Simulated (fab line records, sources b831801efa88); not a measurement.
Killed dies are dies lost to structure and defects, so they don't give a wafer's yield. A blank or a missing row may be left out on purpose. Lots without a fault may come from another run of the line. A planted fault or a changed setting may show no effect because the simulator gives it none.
Which tool did it? | flow sky130 | 14 lots, 42 wafers sampled, at 4 steps of a route of 708

WHAT THE GAUGES READ, wafer by wafer
The record holds no reading of a measuring or inspecting step that can be judged against a usual standard deviation.

WHICH TOOL RAN EACH LOT (tool, then ch and the chambers of the sampled wafers, then the start)
lot  | SKY_CAP2M_CVD_00                | SKY_METAL4_DESCUM_15              | SKY_METAL4_ETCH_16                | SKY_PASSIVATION_CVD_02
L107 | pecvd-02 ch 1,2, day 39 19:39   | rie_metal-04 ch 1, day 41 21:40   | rie_metal-04 ch 1, day 41 21:44   | pecvd-02 ch 0,1,2, day 44 00:08
L108 | pecvd-03 ch 0,1,2, day 40 05:03 | rie_metal-04 ch 1, day 42 04:07   | rie_metal-04 ch 1, day 42 04:11   | pecvd-02 ch 0,1,2, day 44 06:23
L109 | pecvd-01 ch 0,1, day 40 08:59   | rie_metal-04 ch 0, day 42 10:25   | rie_metal-04 ch 0, day 42 10:26   | pecvd-02 ch 0,1,2, day 44 11:26
L110 | pecvd-01 ch 0,1,2, day 41 00:19 | rie_metal-03 ch 0,1, day 43 00:43 | rie_metal-03 ch 0,1, day 43 00:45 | pecvd-01 ch 0,1,2, day 45 01:23
L112 | pecvd-03 ch 0,1,2, day 41 19:10 | rie_metal-03 ch 0,1, day 43 17:49 | rie_metal-03 ch 0,1, day 43 17:51 | pecvd-04 ch 1,2, day 45 16:35
L113 | pecvd-03 ch 0,1,2, day 42 00:17 | rie_metal-03 ch 0, day 43 23:00   | rie_metal-03 ch 0, day 43 23:02   | pecvd-04 ch 0,1,2, day 45 23:29
L114 | pecvd-02 ch 0,1, day 42 01:32   | rie_metal-01 ch 0,1, day 44 00:30 | rie_metal-01 ch 0,1, day 44 00:32 | pecvd-02 ch 1, day 46 00:12
L119 | pecvd-01 ch 0,2, day 43 10:46   | rie_metal-03 ch 0,1, day 45 08:01 | rie_metal-03 ch 0,1, day 45 08:04 | pecvd-04 ch 1,2, day 47 04:35
L122 | pecvd-03 ch 0,1,2, day 43 22:24 | rie_metal-04 ch 0,1, day 45 18:49 | rie_metal-04 ch 0,1, day 45 18:51 | pecvd-01 ch 0,1, day 47 15:59
L123 | pecvd-03 ch 1,2, day 44 12:21   | rie_metal-01 ch 0,1, day 46 08:22 | rie_metal-01 ch 0,1, day 46 08:23 | pecvd-04 ch 0,1,2, day 48 04:26
L125 | pecvd-01 ch 0,2, day 44 22:32   | rie_metal-03 ch 0,1, day 46 17:13 | rie_metal-03 ch 0,1, day 46 17:14 | pecvd-04 ch 0,1,2, day 48 12:37
L128 | pecvd-03 ch 0,1, day 45 16:49   | rie_metal-03 ch 0,1, day 47 11:47 | rie_metal-03 ch 0,1, day 47 11:50 | pecvd-02 ch 0,1,2, day 49 04:19
L129 | pecvd-03 ch 0,2, day 46 00:35   | rie_metal-04 ch 0,1, day 47 19:52 | rie_metal-04 ch 0,1, day 47 19:54 | pecvd-01 ch 0,1, day 49 11:45
L130 | pecvd-02 ch 0,1, day 46 05:34   | rie_metal-04 ch 0,1, day 47 22:13 | rie_metal-04 ch 0,1, day 47 22:17 | pecvd-02 ch 0,1, day 49 15:43
- SKY_CAP2M_CVD_00: deposits SiO2, target thk 15.5 nm.
- SKY_METAL4_DESCUM_15: chemistry O2, time 8 s.
- SKY_METAL4_ETCH_16: etches BARC in N2/H2, stops on SiO2, time 88.2 s, target depth 60 nm.
- SKY_PASSIVATION_CVD_02: deposits Si3N4, target thk 540 nm.

WHAT THE TOOLS THEMSELVES READ (means of the sampled wafers that have a number; where no wafer has one, the mark that the record gives instead)
SKY_CAP2M_CVD_00. Usual: heater_power_outer_w 407 W, standard deviation 47; heater_power_w 703 W, standard deviation 76.
lot  | tool     | heater_power_outer_w (W) | heater_power_w (W) | flag
L107 | pecvd-02 | 385                      | 647                |
L108 | pecvd-03 | 425                      | 746                |
L109 | pecvd-01 | 388                      | 688                |
L110 | pecvd-01 | 413                      | 699                |
L112 | pecvd-03 | 405                      | 714                |
L113 | pecvd-03 | 412                      | 729                |
L114 | pecvd-02 | 440                      | 764                |
L119 | pecvd-01 | 383                      | 648                |
L122 | pecvd-03 | 352                      | 642                |
L123 | pecvd-03 | 418                      | 731                |
L125 | pecvd-01 | 411                      | 679                |
L128 | pecvd-03 | 439                      | 772                |
L129 | pecvd-03 | 380                      | 675                |
L130 | pecvd-02 | 442                      | 749                |

SKY_METAL4_DESCUM_15. Usual: drypump_motor_current_A 5.8 A, standard deviation 0.41; oes_product_au 1.003 a.u., standard deviation 0.0077.
lot  | tool         | drypump_motor_current_A (A) | oes_product_au (a.u.) | flag
L107 | rie_metal-04 | 5.5                         | 0.997                 |
L108 | rie_metal-04 | 5.5                         | 1.007                 |
L109 | rie_metal-04 | 5.8                         | 0.998                 |
L110 | rie_metal-03 | 5.8                         | 1.000                 |
L112 | rie_metal-03 | 6.0                         | 1.004                 |
L113 | rie_metal-03 | 5.4                         | 1.004                 |
L114 | rie_metal-01 | 6.1                         | 0.997                 |
L119 | rie_metal-03 | 6.0                         | 1.003                 |
L122 | rie_metal-04 | 5.7                         | 1.006                 |
L123 | rie_metal-01 | 6.1                         | 1.004                 |
L125 | rie_metal-03 | 6.0                         | 1.001                 |
L128 | rie_metal-03 | 5.7                         | 1.005                 |
L129 | rie_metal-04 | 5.7                         | 1.010                 |
L130 | rie_metal-04 | 5.7                         | 1.007                 |

SKY_METAL4_ETCH_16. Usual: drypump_motor_current_A 5.8 A, standard deviation 0.42; oes_product_au 0.625 a.u., standard deviation 0.0043; throttle_valve_pct 13.206 %, standard deviation 0.0098.
lot  | tool         | drypump_motor_current_A (A) | oes_product_au (a.u.) | throttle_valve_pct (%) | flag
L107 | rie_metal-04 | 5.5                         | 0.626                 | 13.197                 |
L108 | rie_metal-04 | 5.5                         | 0.625                 | 13.205                 |
L109 | rie_metal-04 | 5.8                         | 0.630                 | 13.205                 |
L110 | rie_metal-03 | 5.7                         | 0.623                 | 13.208                 |
L112 | rie_metal-03 | 6.0                         | 0.623                 | 13.212                 |
L113 | rie_metal-03 | 5.4                         | 0.626                 | 13.210                 |
L114 | rie_metal-01 | 6.2                         | 0.625                 | 13.205                 |
L119 | rie_metal-03 | 6.0                         | 0.624                 | 13.218                 |
L122 | rie_metal-04 | 5.7                         | 0.623                 | 13.205                 |
L123 | rie_metal-01 | 6.2                         | 0.622                 | 13.209                 |
L125 | rie_metal-03 | 6.0                         | 0.632                 | 13.209                 |
L128 | rie_metal-03 | 5.8                         | 0.627                 | 13.207                 |
L129 | rie_metal-04 | 5.7                         | 0.631                 | 13.201                 |
L130 | rie_metal-04 | 5.7                         | 0.623                 | 13.196                 |

SKY_PASSIVATION_CVD_02. Usual: heater_power_outer_w 425 W, standard deviation 61; heater_power_w 717 W, standard deviation 98.
lot  | tool     | heater_power_outer_w (W) | heater_power_w (W) | flag
L107 | pecvd-02 | 408                      | 694                |
L108 | pecvd-02 | 409                      | 692                |
L109 | pecvd-02 | 429                      | 717                |
L110 | pecvd-01 | 407                      | 678                |
L112 | pecvd-04 | 439                      | 734                |
L113 | pecvd-04 | -                        | -                  | OFF
L114 | pecvd-02 | -                        | -                  | OFF
L119 | pecvd-04 | 433                      | 727                |
L122 | pecvd-01 | 421                      | 715                |
L123 | pecvd-04 | 444                      | 760                |
L125 | pecvd-04 | 419                      | 724                |
L128 | pecvd-02 | 447                      | 742                |
L129 | pecvd-01 | 396                      | 658                |
L130 | pecvd-02 | 411                      | 699                |

THE ANSWER, worked out from the rows above alone
Rule: a lot is off if the mean of its wafers that have a number lies more than 3 standard deviations from the usual mean. A lot without any number at a reading at which 4 lots or more have one is off too. The other lots that the step has rows for count as sound. The gauges are gone through in route order, then the tools' own readings, and for those a lot's mean is taken as printed above. The first step at which some lot is off is used, and at that step the reading that is off furthest; a lot without a number counts as furthest.
Off: L113, L114, at SKY_PASSIVATION_CVD_02 (heater_power_outer_w). Without a number there: L113, L114.
A tool fits if, at that step or a process step before it, it ran every lot that is off, and no sound lot after the first of them. None of those tried fits.

WHAT THE SIMULATOR HAD PUT IN
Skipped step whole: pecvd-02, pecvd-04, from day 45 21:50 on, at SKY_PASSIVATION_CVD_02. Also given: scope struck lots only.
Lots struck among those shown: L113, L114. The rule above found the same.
